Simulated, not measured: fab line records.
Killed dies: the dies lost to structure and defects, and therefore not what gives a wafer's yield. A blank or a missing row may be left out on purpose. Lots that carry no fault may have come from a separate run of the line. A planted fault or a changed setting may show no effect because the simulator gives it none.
Which tool did it?	flow sfq line	14 lots, 42 wafers sampled, at 3 steps of a route of 325

WHAT THE GAUGES READ, wafer by wafer
SFQ_I7_OVL_MEAS_947. Usual: for I7_OVL the level is -2 nm and the standard deviation is 5.9.
lot	measured	on	I7_OVL (nm)	flag
L244	day 86 21:28	overlay-02	3 2 3	
L246	day 87 06:40	overlay-02	-5 0 -2	
L249	day 88 08:00	overlay-01	10 4 2	
L250	day 89 04:31	overlay-01	-4 -7 -5	
L251	day 89 06:56	overlay-01	-13 -15 -12	
L254	day 89 17:43	overlay-01	-8 -11 -9	
L255	day 89 22:31	overlay-01	-2 -7 -4	
L256	day 90 02:07	overlay-02	6 2 6	
L258	day 90 11:43	overlay-02	3 5 0	
L259	day 91 00:36	overlay-02	2 -9 -9	
L260	day 91 01:48	overlay-02	2 0 1	
L261	day 91 03:30	overlay-01	5 9 13	
L262	day 91 04:42	overlay-02	2 -12 -1	
L264	day 92 10:16	overlay-02	-9 -5 -14	

TOOL THAT RAN EACH LOT (tool first, then ch and the chambers of the sampled wafers, then the start)
lot	SFQ_TRILAYER_C5_STRIP_STRIP_155	SFQ_TRILAYER_M7_BARC_OPEN_METAL_ETCH_229
L244	rie metal-01 ch 0,1, day 67 16:07	rie metal-03 ch 0,1, day 82 10:20
L246	rie metal-04 ch 0,1, day 68 16:21	rie metal-02 ch 0,1, day 82 18:44
L249	rie metal-02 ch 0, day 69 23:21	rie metal-01 ch 0,1, day 83 22:16
L250	rie metal-04 ch 0,1, day 70 10:53	rie metal-02 ch 0,1, day 84 10:41
L251	rie metal-01 ch 0,1, day 70 13:20	rie metal-01 ch 0,1, day 84 13:07
L254	rie metal-02 ch 0,1, day 75 07:33	rie metal-03 ch 0,1, day 84 23:53
L255	rie metal-01 ch 1, day 76 15:32	rie metal-03 ch 0, day 85 09:29
L256	rie metal-01 ch 0,1, day 76 20:20	rie metal-03 ch 0,1, day 85 17:53
L258	rie metal-02 ch 0,1, day 77 04:44	rie metal-02 ch 0,1, day 86 05:53
L259	rie metal-01 ch 0,1, day 77 23:56	rie metal-01 ch 0,1, day 86 20:17
L260	rie metal-02 ch 0,1, day 78 02:20	rie metal-01 ch 0,1, day 86 22:41
L261	rie metal-01 ch 0,1, day 78 21:32	rie metal-01 ch 0,1, day 87 16:18
L262	rie metal-01 ch 0,1, day 79 11:56	rie metal-01 ch 0,1, day 88 10:26
L264	rie metal-01 ch 1, day 79 14:28	rie metal-01 ch 0, day 92 01:53
- SFQ_TRILAYER_C5_STRIP_STRIP_155: strips in O2.
- SFQ_TRILAYER_M7_BARC_OPEN_METAL_ETCH_229: etches BARC in O2, target depth 125 nm, time 41.7 s.

AS READ BY THE TOOLS THEMSELVES (means over the sampled wafers that have a number; for cases with no such wafer, the mark the record gives instead)
SFQ_TRILAYER_C5_STRIP_STRIP_155. Usual: drypump motor current A 5.77 A, standard deviation 0.24; oes product au 1.000 a.u., standard deviation 0.0083; platen temp c 40.00 C, standard deviation 0.12.
lot	tool	drypump motor current A (A)	oes product au (a.u.)	platen temp c (C)	flag
L244	rie metal-01	5.70	1.006	40.12	
L246	rie metal-04	5.93	1.001	39.91	
L249	rie metal-02	5.48	0.990	39.92	
L250	rie metal-04	5.93	1.000	40.02	
L251	rie metal-01	5.72	1.000	40.01	
L254	rie metal-02	5.64	0.990	40.05	
L255	rie metal-01	5.87	1.010	40.20	
L256	rie metal-01	5.78	1.010	40.08	
L258	rie metal-02	5.65	0.997	40.00	
L259	rie metal-01	5.78	1.009	39.89	
L260	rie metal-02	5.66	1.000	39.97	
L261	rie metal-01	5.78	1.003	39.87	
L262	rie metal-01	5.80	1.002	40.08	
L264	rie metal-01	5.87	1.005	39.95	

SFQ_TRILAYER_M7_BARC_OPEN_METAL_ETCH_229. Usual: drypump motor current A 5.85 A, standard deviation 0.28; oes product au 0.685 a.u., standard deviation 0.0045; rf fwd power W 592 W, standard deviation 3.2.
lot	tool	drypump motor current A (A)	oes product au (a.u.)	rf fwd power W (W)	flag
L244	rie metal-03	6.15	0.689	596	
L246	rie metal-02	5.63	0.688	591	
L249	rie metal-01	5.72	0.685	590	
L250	rie metal-02	5.65	0.684	592	
L251	rie metal-01	5.71	0.684	590	
L254	rie metal-03	6.16	0.685	594	
L255	rie metal-03	6.34	0.687	596	
L256	rie metal-03	6.00	0.689	593	
L258	rie metal-02	5.65	0.682	592	
L259	rie metal-01	5.80	0.685	594	
L260	rie metal-01	5.79	0.686	592	
L261	rie metal-01	5.70	0.686	592	
L262	rie metal-01	5.72	0.686	590	
L264	rie metal-01	5.63	0.686	587	

THE ANSWER, worked out from the rows above alone
Rule: a lot is off if the mean of its wafers that have a number lies more than 3 standard deviations from the usual mean. A lot without any number at a reading at which 4 lots or more have one is off too. All remaining lots with rows at the step are treated as sound. Order of review: gauges by route order, followed by the tools' own readings, for which a lot's mean as printed above is used. At the first step where some lot is off, the reading lying furthest off is the one used; lots without a number count as furthest.
No lot is off at any reading shown: from this, nothing can be told.

WHAT THE SIMULATOR HAD INSERTED
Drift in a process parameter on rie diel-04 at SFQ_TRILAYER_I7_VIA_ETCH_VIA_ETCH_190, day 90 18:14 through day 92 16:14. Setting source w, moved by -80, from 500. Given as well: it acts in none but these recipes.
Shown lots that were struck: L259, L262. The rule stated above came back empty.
